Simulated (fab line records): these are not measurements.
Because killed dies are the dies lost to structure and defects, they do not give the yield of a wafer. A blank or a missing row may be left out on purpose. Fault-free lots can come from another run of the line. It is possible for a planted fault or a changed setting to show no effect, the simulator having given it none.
fab line records ; flow sfq-line
record lots=6; wafers=18; last-day=94
route steps=325 shown INCOMING@1 L0@3 L0V@16 M0@28 M8@325
lots with no fault: from the same line, run without faults
start-h: hours from the record's first day to the start of the lot's first wafer shown ; wait-h: hours elapsed since this lot's preceding step ; " same as the row above ; L1.1+2: a row that stands for several wafers ; - value missing, or start not given ; * or withheld: withheld ; < > ~ a bound
route shown NAME@n: a module of which the file shows steps, and the number in the route of the first ; usual: mean and standard deviation over wafers with no fault ; same: alike in all rows ; chamber/n: place in a boat ; sites: the reading at each site ; _std_site: standard deviation of those values ; _edge_site: the outer-site mean with the inner-site mean subtracted ; radius-mm: for every site, how far away it sits from the centre of the wafer ; mask NAME#n: copy n ; behind: the tool/chamber that last shaped the wafer ; hold: cause of the lot's hold/its duration in hours/its outcome ; device: transistor that didn't switch, given as n, p or np ; end of line: the tests these same wafers got at the end of their route ; step lacking rows: just its recipe ; killed: the dies lost at the first sort to structure and to defects; this is not the yield of the wafer ; map: the dies of a wafer, with x for killed, . for not killed, _ for no die there
set.NAME: the setting as run; set.NAME@STEP: as run at that earlier step ; model.NAME: the simulator's own value behind a step, which no gauge read
lots at some steps of the route; a table a step, a row a wafer
services: from which hour (start-h, from the record's first day; less than 0 if before it) a tool's chamber was out of use, for how many hours, and why
## steps
# step SFQ_INCOMING_BOW_MEAS_900
# recipe mode=bow
# usual INCOMING_BOW=0/7
lot.wafer;tool;chamber;start-h;wait-h;INCOMING_BOW[um]
L103.2;film-metro-04;-;10.02;-;-2
L103.3;film-metro-04;-;10.02;-;7
L103.4;film-metro-04;-;10.02;-;18
L106.3;film-metro-03;-;25.04;-;1
L106.4;film-metro-03;-;25.04;-;-3
L106.6;film-metro-03;-;25.04;-;8
L112.2;film-metro-03;-;55.02;-;6
L112.3;film-metro-03;-;55.02;-;-11
L112.5;film-metro-03;-;55.02;-;8
L113.1;film-metro-03;-;60.00;-;-4
L113.3;film-metro-03;-;60.00;-;14
L113.4;film-metro-03;-;60.00;-;-9
L115.2;film-metro-03;-;70.02;-;-3
L115.3;film-metro-03;-;70.02;-;7
L115.5;film-metro-03;-;70.02;-;-9
L123.1;film-metro-01;-;110.00;-;-15
L123.2;film-metro-01;-;110.00;-;3
L123.4;film-metro-01;-;110.00;-;-8
# step SFQ_TRILAYER_INCOMING_OXIDATION_002
# recipe temp-c=1000; ambient=H2O; target-thk-a=5000; p-h2o-torr=720; ox-time-s=4939
# step SFQ_TRILAYER_L0_DEP_SPUTTER_003
# recipe material=MoNx_KI; base-pressure-pa=1.33e-06; target-thk-nm=40; power-w=800; time-s=100; chamber-pressure-pa=0.4
# usual cathode-dc-power-W=799.99/0.16; throttle-valve-pct=29.7/0.88
lot.wafer;tool;chamber;start-h;wait-h;cathode-dc-power-W;throttle-valve-pct;model.MoNx_KI_of_TRILAYER_L0_DEP_SPUTTER_003.thk-nm
L103.2;pvd-sputter-04;-;12.49;0.0;799.96;30.3;40.35
L103.3;pvd-sputter-04;-;12.49;0.0;799.74;28.6;40.24
L103.4;pvd-sputter-04;-;12.49;0.0;800.10;30.3;40.44
L106.3;pvd-sputter-06;-;27.49;0.0;800.04;31.9;40.52
L106.4;pvd-sputter-06;-;27.49;0.0;799.93;29.4;39.98
L106.6;pvd-sputter-06;-;27.49;0.0;800.14;29.2;39.9
L112.2;pvd-sputter-03;-;57.49;0.0;800.24;30.4;39.51
L112.3;pvd-sputter-03;-;57.49;0.0;800.09;30.1;39.42
L112.5;pvd-sputter-03;-;57.49;0.0;799.77;30.5;39.42
L113.1;pvd-sputter-04;-;62.49;0.0;1043.2;30.3;51.71
L113.3;pvd-sputter-04;-;62.49;0.0;1043.2;30.1;51.39
L113.4;pvd-sputter-04;-;62.49;0.0;1043.0;28.7;52.23
L115.2;pvd-sputter-04;-;72.49;0.0;1043.1;30.0;51.98
L115.3;pvd-sputter-04;-;72.49;0.0;1043.1;28.5;52.45
L115.5;pvd-sputter-04;-;72.49;0.0;1042.7;30.4;51.85
L123.1;pvd-sputter-03;-;112.49;0.0;800.23;30.1;40.21
L123.2;pvd-sputter-03;-;112.49;0.0;799.97;29.5;40.18
L123.4;pvd-sputter-03;-;112.49;0.0;799.92;30.3;40.17
# step SFQ_L0_RS_MEAS_901
# recipe thk-meas-gauge=four-point-probe; reads=MoNx_KI_of_TRILAYER_L0_DEP_SPUTTER_003
# usual L0_MONX_KI_RS=43.4/0.39
lot.wafer;tool;chamber;start-h;wait-h;L0_MONX_KI_RS[ohm/sq]
L103.2;film-metro-01;-;12.58;0.1;43.2
L103.3;film-metro-01;-;12.58;0.1;43.2
L103.4;film-metro-01;-;12.58;0.1;43.1
L106.3;film-metro-03;-;27.60;0.1;42.9
L106.4;film-metro-03;-;27.60;0.1;43.5
L106.6;film-metro-03;-;27.60;0.1;43.5
L112.2;film-metro-01;-;57.58;0.1;44.1
L112.3;film-metro-01;-;57.58;0.1;44.2
L112.5;film-metro-01;-;57.58;0.1;44.2
L113.1;film-metro-03;-;62.56;0.0;33.6
L113.3;film-metro-03;-;62.56;0.0;33.8
L113.4;film-metro-03;-;62.56;0.0;33.3
L115.2;film-metro-02;-;72.58;0.1;33.5
L115.3;film-metro-02;-;72.58;0.1;33.2
L115.5;film-metro-02;-;72.58;0.1;33.6
L123.1;film-metro-01;-;112.56;0.0;43.2
L123.2;film-metro-01;-;112.56;0.0;43.3
L123.4;film-metro-01;-;112.56;0.0;43.3
# step SFQ_L0_THK_MEAS_902
# recipe thk-meas-gauge=xrf; reads=MoNx_KI_of_TRILAYER_L0_DEP_SPUTTER_003
# usual L0_MONX_KI_THK=39.7/0.38
lot.wafer;tool;chamber;start-h;wait-h;L0_MONX_KI_THK[nm]
L103.2;film-metro-01;-;12.69;0.1;39.9
L103.3;film-metro-01;-;12.69;0.1;39.8
L103.4;film-metro-01;-;12.69;0.1;39.9
L106.3;film-metro-03;-;27.70;0.1;40.0
L106.4;film-metro-03;-;27.70;0.1;39.4
L106.6;film-metro-03;-;27.70;0.1;39.5
L112.2;film-metro-01;-;57.69;0.1;39.3
L112.3;film-metro-01;-;57.69;0.1;39.0
L112.5;film-metro-01;-;57.69;0.1;39.1
L113.1;film-metro-03;-;62.68;0.1;51.2
L113.3;film-metro-03;-;62.68;0.1;50.9
L113.4;film-metro-03;-;62.68;0.1;51.4
L115.2;film-metro-02;-;72.69;0.1;51.8
L115.3;film-metro-02;-;72.69;0.1;52.5
L115.5;film-metro-02;-;72.69;0.1;52.0
L123.1;film-metro-01;-;112.68;0.1;39.9
L123.2;film-metro-01;-;112.68;0.1;39.7
L123.4;film-metro-01;-;112.68;0.1;40.2
# step SFQ_TRILAYER_L0_LITHO_COAT_010
# recipe resist=BARC; spin-rpm=3000; resist-thk-nm=62
# step SFQ_TRILAYER_L0_LITHO_COAT_005
# recipe resist=KrF; spin-rpm=3000; resist-thk-nm=600
# step SFQ_TRILAYER_L0_LITHO_SOFTBAKE_009
# recipe temp-c=withheld; time-s=withheld; resist=KrF
# step SFQ_TRILAYER_L0_LITHO_EXPOSE_006
# recipe mask-id=L0; na=0.6; source-shape=conventional; sigma-outer=0.65; target-cd-nm=2000; dose-mj=14.4
# step SFQ_TRILAYER_L0_LITHO_PEB_008
# recipe peb-temp-c=115; peb-time-s=60; resist=KrF
# step SFQ_TRILAYER_L0_LITHO_DEVELOP_007
# recipe time-s=60; resist=KrF
# step SFQ_TRILAYER_L0_BARC_OPEN_METAL_ETCH_010
# recipe mask-material=PR; chemistry=O2; target-depth-nm=125; target=BARC; icp-w=600; bias-w=80; pressure-mtorr=10; time-s=41.7
# usual drypump-motor-current-A=5.8/0.3; oes-product-au=0.684/0.0043
lot.wafer;tool;chamber;start-h;wait-h;drypump-motor-current-A;oes-product-au;rf-hours-counter-h
L103.2;rie-metal-04;1;86.03;0.1;6.4;0.686;115
L103.3;rie-metal-04;0;86.03;0.1;5.7;0.680;-
L103.4;rie-metal-04;1;86.03;0.1;6.3;0.681;-
L106.3;rie-metal-04;0;98.05;0.1;5.7;0.683;-
L106.4;rie-metal-04;1;98.05;0.1;6.5;0.690;-
L106.6;rie-metal-04;0;98.05;0.1;5.7;0.683;-
L112.2;rie-metal-02;0;137.98;0.1;5.5;0.681;137
L112.3;rie-metal-02;0;137.98;0.1;5.5;0.687;-
L112.5;rie-metal-02;0;137.98;0.1;5.4;0.685;-
L113.1;rie-metal-02;1;142.78;0.1;6.0;0.678;70
L113.3;rie-metal-02;0;142.78;0.1;5.5;0.690;-
L113.4;rie-metal-02;1;142.78;0.1;6.0;0.681;-
L115.2;rie-metal-04;1;153.82;0.1;6.4;0.690;130
L115.3;rie-metal-04;1;153.82;0.1;6.4;0.688;-
L115.5;rie-metal-04;0;153.82;0.1;5.7;0.686;-
L123.1;rie-metal-02;1;208.06;0.1;6.0;0.692;83
L123.2;rie-metal-02;0;208.06;0.1;5.5;0.686;150
L123.4;rie-metal-02;0;208.06;0.1;5.5;0.682;-
# step SFQ_TRILAYER_L0_ETCH_METAL_ETCH_008
# recipe target=MoNx_KI; stop-on=SiO2; mask-material=PR; chemistry=SF6/O2; target-depth-nm=50; icp-w=600; bias-w=80; pressure-mtorr=10; time-s=25
# usual drypump-motor-current-A=5.83/0.3; oes-product-au=0.874/0.0062
lot.wafer;tool;chamber;start-h;wait-h;drypump-motor-current-A;oes-product-au;rf-hours-counter-h
L103.2;rie-metal-04;1;86.09;0.0;6.37;0.886;115
L103.3;rie-metal-04;0;86.09;0.0;5.68;0.885;-
L103.4;rie-metal-04;1;86.09;0.0;6.41;0.888;-
L106.3;rie-metal-04;0;98.10;0.0;5.70;0.875;-
L106.4;rie-metal-04;1;98.10;0.0;6.33;0.875;-
L106.6;rie-metal-04;0;98.10;0.0;5.67;0.870;-
L112.2;rie-metal-02;0;138.04;0.0;5.46;0.865;137
L112.3;rie-metal-02;0;138.04;0.0;5.44;0.861;-
L112.5;rie-metal-02;0;138.04;0.0;5.45;0.866;-
L113.1;rie-metal-02;1;142.84;0.0;6.02;1.000;70
L113.3;rie-metal-02;0;142.84;0.0;5.47;0.987;-
L113.4;rie-metal-02;1;142.84;0.0;6.01;1.005;-
L115.2;rie-metal-04;1;153.88;0.0;6.37;0.980;130
L115.3;rie-metal-04;1;153.88;0.0;6.35;0.992;-
L115.5;rie-metal-04;0;153.88;0.0;5.66;0.988;-
L123.1;rie-metal-02;1;208.12;0.0;6.04;0.873;83
L123.2;rie-metal-02;0;208.12;0.0;5.46;0.871;150
L123.4;rie-metal-02;0;208.12;0.0;5.50;0.872;-
# step SFQ_TRILAYER_L0_STRIP_STRIP_009
# recipe gas=O2; power-w=200; platen-temp-c=40; overash-fraction=0.65; chemistry=O2; pressure-mtorr=50
# usual drypump-motor-current-A=5.8/0.3; oes-product-au=0.997/0.007
lot.wafer;tool;chamber;start-h;wait-h;drypump-motor-current-A;oes-product-au;rf-hours-counter-h
L103.2;rie-metal-04;1;86.13;0.0;6.4;0.993;115
L103.3;rie-metal-04;0;86.13;0.0;5.6;0.991;-
L103.4;rie-metal-04;1;86.13;0.0;6.4;0.989;-
L106.3;rie-metal-04;0;98.33;0.2;5.7;0.996;-
L106.4;rie-metal-04;1;98.33;0.2;6.4;0.994;-
L106.6;rie-metal-04;0;98.33;0.2;5.7;0.994;-
L112.2;rie-metal-02;0;138.09;0.0;5.5;1.006;137
L112.3;rie-metal-02;0;138.09;0.0;5.5;1.000;-
L112.5;rie-metal-02;0;138.09;0.0;5.5;1.005;-
L113.1;rie-metal-02;1;142.89;0.0;6.0;0.995;71
L113.3;rie-metal-02;0;142.89;0.0;5.5;0.984;-
L113.4;rie-metal-02;1;142.89;0.0;6.0;1.001;-
L115.2;rie-metal-04;1;153.93;0.0;6.5;0.988;130
L115.3;rie-metal-04;1;153.93;0.0;6.4;0.994;-
L115.5;rie-metal-04;0;153.93;0.0;5.7;0.986;-
L123.1;rie-metal-02;1;208.16;0.0;6.0;1.009;83
L123.2;rie-metal-02;0;208.16;0.0;5.5;1.002;150
L123.4;rie-metal-02;0;208.16;0.0;5.5;0.998;-
# step SFQ_TRILAYER_L0_STRIP_SOLV_CLEAN_010
# recipe chemistry=NMP; temp-c=70; time-s=600
# step SFQ_TRILAYER_L0_CAP_PECVD_011
# recipe material=SiO2; temp-c=150; time-s=13.333; pressure-torr=2.4; rf-w=177.9; precursor=SiH4/N2O; target-thk-nm=60
# usual heater-power-w=87/17; susceptor-temp-C=149.98/0.15; throttle-valve-pct=24.4/1.3
lot.wafer;tool;chamber;start-h;wait-h;heater-power-w;susceptor-temp-C;throttle-valve-pct
L103.2;pecvd-04;0;86.91;0.0;82;150.15;26.4
L103.3;pecvd-04;1;86.91;0.0;116;150.04;25.4
L103.4;pecvd-04;0;86.91;0.0;82;150.10;26.2
L106.3;pecvd-04;0;98.91;0.0;80;149.96;26.1
L106.4;pecvd-04;1;98.91;0.0;134;149.85;25.4
L106.6;pecvd-04;2;98.91;0.0;87;149.90;26.3
L112.2;pecvd-01;2;138.86;0.0;67;150.20;23.6
L112.3;pecvd-01;1;138.86;0.0;94;149.90;24.0
L112.5;pecvd-01;0;138.86;0.0;89;149.78;24.2
L113.1;pecvd-03;0;143.66;0.0;71;150.24;22.8
L113.3;pecvd-03;1;143.66;0.0;87;150.01;26.4
L113.4;pecvd-03;2;143.66;0.0;87;150.17;23.8
L115.2;pecvd-04;2;154.91;0.0;93;149.96;26.2
L115.3;pecvd-04;0;154.91;0.0;70;149.97;25.8
L115.5;pecvd-04;1;154.91;0.0;127;149.75;25.6
L123.1;pecvd-04;0;208.94;0.0;71;150.08;26.2
L123.2;pecvd-04;2;208.94;0.0;84;150.15;26.2
L123.4;pecvd-04;0;208.94;0.0;73;150.26;25.9
# step SFQ_TRILAYER_L0_VIA_LITHO_COAT_018
# recipe resist=BARC; spin-rpm=3000; resist-thk-nm=62
# step SFQ_TRILAYER_L0_VIA_LITHO_COAT_013
# recipe resist=KrF; spin-rpm=3000; resist-thk-nm=650
# step SFQ_TRILAYER_L0_VIA_LITHO_SOFTBAKE_017
# recipe temp-c=withheld; time-s=withheld; resist=KrF
# step SFQ_TRILAYER_L0_VIA_LITHO_EXPOSE_014
# recipe mask-id=L0V; na=0.6; source-shape=conventional; sigma-outer=0.65; target-cd-nm=700; dose-mj=21.3
# step SFQ_TRILAYER_L0_VIA_LITHO_PEB_016
# recipe peb-temp-c=115; peb-time-s=60; resist=KrF
# step SFQ_TRILAYER_L0_VIA_LITHO_DEVELOP_015
# recipe time-s=60; resist=KrF
# step SFQ_L0V_OVL_MEAS_903
# usual L0V_OVL=2/5.8
lot.wafer;tool;chamber;start-h;wait-h;L0V_OVL[nm]
L103.2;overlay-01;-;169.43;0.1;-4
L103.3;overlay-01;-;169.43;0.1;7
L103.4;overlay-01;-;169.43;0.1;4
L106.3;overlay-02;-;192.14;0.1;5
L106.4;overlay-02;-;192.14;0.1;5
L106.6;overlay-02;-;192.14;0.1;10
L112.2;overlay-01;-;234.67;0.1;-7
L112.3;overlay-01;-;234.67;0.1;-5
L112.5;overlay-01;-;234.67;0.1;-10
L113.1;overlay-01;-;238.26;0.1;-4
L113.3;overlay-01;-;238.26;0.1;-1
L113.4;overlay-01;-;238.26;0.1;0
L115.2;overlay-01;-;250.82;0.1;5
L115.3;overlay-01;-;250.82;0.1;12
L115.5;overlay-01;-;250.82;0.1;14
L123.1;overlay-01;-;319.45;0.1;10
L123.2;overlay-01;-;319.45;0.1;4
L123.4;overlay-01;-;319.45;0.1;9
# step SFQ_TRILAYER_L0_VIA_BARC_OPEN_VIA_ETCH_021
# recipe mask-material=PR; chemistry=O2; target-depth-nm=125; target=BARC; source-w=500; bias-w=80; pressure-mtorr=30; time-s=41.7
# step SFQ_TRILAYER_L0_VIA_ETCH_VIA_ETCH_016
# recipe target=SiO2; stop-on=MoNx_KI; mask-material=PR; chemistry=CHF3; target-depth-nm=80; source-w=500; bias-w=77.99; pressure-mtorr=30; time-s=withheld
# usual drypump-motor-current-A=6.0/0.38; oes-product-au=0.837/0.0073
lot.wafer;tool;chamber;start-h;wait-h;drypump-motor-current-A;oes-product-au
L103.2;rie-diel-02;2;169.50;0.0;6.3;0.829
L103.3;rie-diel-02;3;169.50;0.0;6.4;0.821
L103.4;rie-diel-02;0;169.50;0.0;6.1;0.835
L106.3;rie-diel-02;0;192.20;0.0;6.1;0.827
L106.4;rie-diel-02;1;192.20;0.0;5.7;0.850
L106.6;rie-diel-02;1;192.20;0.0;5.7;0.846
L112.2;rie-diel-04;1;234.74;0.0;5.3;0.833
L112.3;rie-diel-04;2;234.74;0.0;6.2;0.828
L112.5;rie-diel-04;3;234.74;0.0;5.6;0.848
L113.1;rie-diel-03;3;238.34;0.0;6.3;0.834
L113.3;rie-diel-03;1;238.34;0.0;5.5;0.839
L113.4;rie-diel-03;2;238.34;0.0;6.5;0.845
L115.2;rie-diel-04;0;250.89;0.0;6.0;0.837
L115.3;rie-diel-04;1;250.89;0.0;5.3;0.830
L115.5;rie-diel-04;3;250.89;0.0;5.5;0.837
L123.1;rie-diel-03;0;319.52;0.0;6.4;0.838
L123.2;rie-diel-03;3;319.52;0.0;6.2;0.840
L123.4;rie-diel-03;3;319.52;0.0;6.2;0.835
# step SFQ_TRILAYER_L0_VIA_STRIP_STRIP_017
# recipe gas=O2; power-w=200; platen-temp-c=40; overash-fraction=0.65; chemistry=O2; pressure-mtorr=50
# step SFQ_TRILAYER_L0_VIA_STRIP_SOLV_CLEAN_018
# recipe chemistry=NMP; temp-c=70; time-s=600
# step SFQ_TRILAYER_M0_DEP_PRE_CLEAN_020
# recipe gas=Ar; time-s=15; bias-v=250
# step SFQ_TRILAYER_M0_DEP_SPUTTER_019
# recipe material=Nb; base-pressure-pa=1.33e-06; chamber-pressure-pa=0.1333; substrate-temp-c=20; resputter-cathode-voltage-v=400; target-thk-nm=200; power-w=2000; time-s=133.3
# usual cathode-dc-power-W=2000.0/0.34; throttle-valve-pct=29.8/1
lot.wafer;tool;chamber;start-h;wait-h;cathode-dc-power-W;throttle-valve-pct
L103.2;pvd-sputter-03;-;170.35;0.0;1999.3;30.1
L103.3;pvd-sputter-03;-;170.35;0.0;2000.1;30.4
L103.4;pvd-sputter-03;-;170.35;0.0;2000.1;29.3
L106.3;pvd-sputter-05;-;193.05;0.0;2000.2;30.9
L106.4;pvd-sputter-05;-;193.05;0.0;1999.4;29.2
L106.6;pvd-sputter-05;-;193.05;0.0;2000.0;29.3
L112.2;pvd-sputter-03;-;235.60;0.0;2000.7;29.9
L112.3;pvd-sputter-03;-;235.60;0.0;1999.8;29.2
L112.5;pvd-sputter-03;-;235.60;0.0;1999.9;30.4
L113.1;pvd-sputter-06;-;239.18;0.0;1999.8;29.4
L113.3;pvd-sputter-06;-;239.18;0.0;1999.6;28.4
L113.4;pvd-sputter-06;-;239.18;0.0;2000.0;32.0
L115.2;pvd-sputter-06;-;251.74;0.0;1999.6;28.8
L115.3;pvd-sputter-06;-;251.74;0.0;2000.1;31.8
L115.5;pvd-sputter-06;-;251.74;0.0;1999.8;28.8
L123.1;pvd-sputter-05;-;320.37;0.0;1999.4;30.7
L123.2;pvd-sputter-05;-;320.37;0.0;1999.9;27.9
L123.4;pvd-sputter-05;-;320.37;0.0;1999.7;29.0
# step SFQ_M0_RS_MEAS_904
# recipe thk-meas-gauge=four-point-probe; reads=Nb_of_TRILAYER_M0_DEP_SPUTTER_019
# usual M0_NB_RS=0.887/0.0088
lot.wafer;tool;chamber;start-h;wait-h;M0_NB_RS[ohm/sq]
L103.2;film-metro-01;-;170.46;0.1;0.890
L103.3;film-metro-01;-;170.46;0.1;0.882
L103.4;film-metro-01;-;170.46;0.1;0.873
L106.3;film-metro-01;-;193.18;0.1;0.881
L106.4;film-metro-01;-;193.18;0.1;0.874
L106.6;film-metro-01;-;193.18;0.1;0.886
L112.2;film-metro-01;-;235.71;0.1;0.893
L112.3;film-metro-01;-;235.71;0.1;0.881
L112.5;film-metro-01;-;235.71;0.1;0.880
L113.1;film-metro-02;-;239.27;0.0;0.904
L113.3;film-metro-02;-;239.27;0.0;0.893
L113.4;film-metro-02;-;239.27;0.0;0.898
L115.2;film-metro-02;-;251.85;0.1;0.890
L115.3;film-metro-02;-;251.85;0.1;0.896
L115.5;film-metro-02;-;251.85;0.1;0.895
L123.1;film-metro-02;-;320.46;0.0;0.880
L123.2;film-metro-02;-;320.46;0.0;0.888
L123.4;film-metro-02;-;320.46;0.0;0.893
# step SFQ_TRILAYER_M0_LITHO_COAT_026
# recipe resist=BARC; spin-rpm=3000; resist-thk-nm=62
# step SFQ_M8_BOW_MEAS_951
# recipe mode=bow
# usual M8_BOW=10/11
lot.wafer;tool;chamber;start-h;wait-h;M8_BOW[um];model.etest.l0.ohm-sq;model.etest.l0.comb-log10-ohm
L103.2;film-metro-04;-;2045.38;0.0;7;43.11;12
L103.3;film-metro-04;-;2045.38;0.0;16;43.23;12
L103.4;film-metro-04;-;2045.38;0.0;27;43.02;12
L106.3;film-metro-03;-;2075.77;0.0;3;42.93;12
L106.4;film-metro-03;-;2075.77;0.0;1;43.51;12
L106.6;film-metro-03;-;2075.77;0.0;11;43.6;12
L112.2;film-metro-03;-;2127.46;0.0;18;44.03;12
L112.3;film-metro-03;-;2127.46;0.0;0;44.13;12
L112.5;film-metro-03;-;2127.46;0.0;21;44.13;12
L113.1;film-metro-03;-;2131.02;0.0;13;33.64;12
L113.3;film-metro-03;-;2131.02;0.0;33;33.85;0
L113.4;film-metro-03;-;2131.02;0.0;10;33.31;0
L115.2;film-metro-04;-;2139.81;0.0;-5;33.46;0
L115.3;film-metro-04;-;2139.81;0.0;4;33.17;0
L115.5;film-metro-04;-;2139.81;0.0;-12;33.55;0
L123.1;film-metro-03;-;2251.51;0.0;0;43.26;12
L123.2;film-metro-03;-;2251.51;0.0;18;43.29;12
L123.4;film-metro-03;-;2251.51;0.0;7;43.3;12
## services
tool;chamber;start-h;hours;kind
pecvd-04;0;-7.00;18.8;repair
pvd-sputter-04;-;-0.12;3.1;repair
rie-diel-02;2;11.60;8.2;repair
rie-diel-04;0;15.37;5.4;repair
pvd-sputter-06;-;16.82;1.7;repair
rie-diel-02;-;69.76;2.8;pm
pecvd-04;-;82.85;1.0;repair
rie-diel-04;2;83.85;7.0;repair
pvd-sputter-04;-;88.47;91.2;repair
pecvd-04;-;95.41;1.7;repair
rie-diel-03;3;96.24;4.3;repair
rie-diel-02;2;98.13;6.6;repair
rie-metal-04;-;126.08;0.9;repair
pecvd-04;2;174.98;5.4;repair
rie-metal-04;1;176.91;3.1;repair
rie-metal-04;-;183.32;76.1;repair
pvd-sputter-04;-;184.58;4.4;repair
pvd-sputter-06;-;188.81;2.2;repair
pecvd-04;-;192.50;14.6;pm
rie-metal-02;-;261.70;2.8;pm
rie-metal-04;-;262.11;0.1;repair
rie-metal-02;0;274.83;7.9;repair
rie-metal-04;-;286.44;1.4;pm
pecvd-04;1;305.07;3.5;repair
## key
first-sign step=SFQ_TRILAYER_L0_DEP_SPUTTER_003; reading=cathode-dc-power-W; direction=up; sigmas=99+; usual=799.99; struck=1043.0
effect step=SFQ_L0_RS_MEAS_901; reading=L0_MONX_KI_RS; direction=down; sigmas=26; usual=43.4; struck=33.5
effect step=SFQ_L0_THK_MEAS_902; reading=L0_MONX_KI_THK; direction=up; sigmas=32; usual=39.7; struck=51.6
effect step=SFQ_TRILAYER_L0_ETCH_METAL_ETCH_008; reading=oes-product-au; direction=up; sigmas=19; usual=0.874; struck=0.992
model-effect step=SFQ_TRILAYER_L0_DEP_SPUTTER_003; value=MoNx_KI_of_TRILAYER_L0_DEP_SPUTTER_003.thk-nm; without=39.78; struck=51.94
model-effect step=SFQ_M8_BOW_MEAS_951; value=etest.l0.ohm-sq; without=43.73; struck=33.49
met-at SFQ_TRILAYER_L0_DEP_SPUTTER_003
struck-wafers L113.1,L113.3,L113.4,L115.2,L115.3,L115.5
onset-between 12.49 62.49
fault kind=process-parameter-drift; tool=pvd-sputter-04; chamber=-; onset-h=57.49; steps=SFQ_TRILAYER_L0_DEP_SPUTTER_003; channel=power-w; offset=243.06; shape=step; end-h=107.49; acts-in=these-recipes-only; stated=800
